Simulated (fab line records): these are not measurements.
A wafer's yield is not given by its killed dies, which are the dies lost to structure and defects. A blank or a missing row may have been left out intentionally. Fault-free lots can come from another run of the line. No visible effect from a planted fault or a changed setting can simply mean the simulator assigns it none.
Chamber matching || flow gf180mcu || GF_V1_CVD_02 on pecvd-04 has 3 sister chambers
The step deposits SiO2 from TEOS, target thk 850 nm, time 94.851 s. 6 wafers are shown with their chamber, then 9 later ones without.

WAFERS WITH THEIR CHAMBER
{"wafer": "L081.1", "chamber": 2, "heaterPowerW (W)": 525}
{"wafer": "L081.4", "chamber": 0, "heaterPowerW (W)": 666}
{"wafer": "L081.6", "chamber": 1, "heaterPowerW (W)": 601}
{"wafer": "L083.2", "chamber": 1, "heaterPowerW (W)": 648}
{"wafer": "L083.4", "chamber": 0, "heaterPowerW (W)": 678}
{"wafer": "L083.5", "chamber": 2, "heaterPowerW (W)": 593}

WAFERS WHOSE CHAMBER IS MISSING
{"wafer": "L085.1", "heaterPowerW (W)": 732}
{"wafer": "L085.5", "heaterPowerW (W)": 626}
{"wafer": "L085.6", "heaterPowerW (W)": 514}
{"wafer": "L086.1", "heaterPowerW (W)": 574}
{"wafer": "L086.3", "heaterPowerW (W)": 612}
{"wafer": "L086.5", "heaterPowerW (W)": 622}
{"wafer": "L094.4", "heaterPowerW (W)": 660}
{"wafer": "L094.5", "heaterPowerW (W)": 618}
{"wafer": "L094.6", "heaterPowerW (W)": 586}

WHICH CHAMBER EACH WENT THROUGH
{"wafer": "L085.1", "from the rows above": "can't be placed: 0 or 1", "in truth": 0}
{"wafer": "L085.5", "from the rows above": "can't be placed: 1 or 0 or 2", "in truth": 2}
{"wafer": "L085.6", "from the rows above": "can't be placed: 2 or 1", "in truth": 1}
{"wafer": "L086.1", "from the rows above": "can't be placed: 2 or 1", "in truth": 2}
{"wafer": "L086.3", "from the rows above": "can't be placed: 1 or 2 or 0", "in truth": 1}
{"wafer": "L086.5", "from the rows above": "can't be placed: 1 or 0 or 2", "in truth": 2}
{"wafer": "L094.4", "from the rows above": "can't be placed: 0 or 1", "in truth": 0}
{"wafer": "L094.5", "from the rows above": "can't be placed: 1 or 0 or 2", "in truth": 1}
{"wafer": "L094.6", "from the rows above": "can't be placed: 2 or 1 or 0", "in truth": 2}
Correctly placed: 0 of 9. These rows do not allow placing 9 (true chamber among the candidates in 9). Wrongly placed: 0.
How it was worked out, from the rows above alone: a wafer's distance from a chamber is the root of the sum, over the readings, of the square of ((its reading less the chamber's mean) divided by the reading's scatter). If the next closest chamber is less than 2 further off than the closest, the wafer can't be placed; otherwise it belongs to the closest. A chamber's mean is the mean of its shown wafers. The scatter: the root of (the sum of the squares of (reading less its chamber's mean) over the shown wafers, divided by (wafers less chambers)).
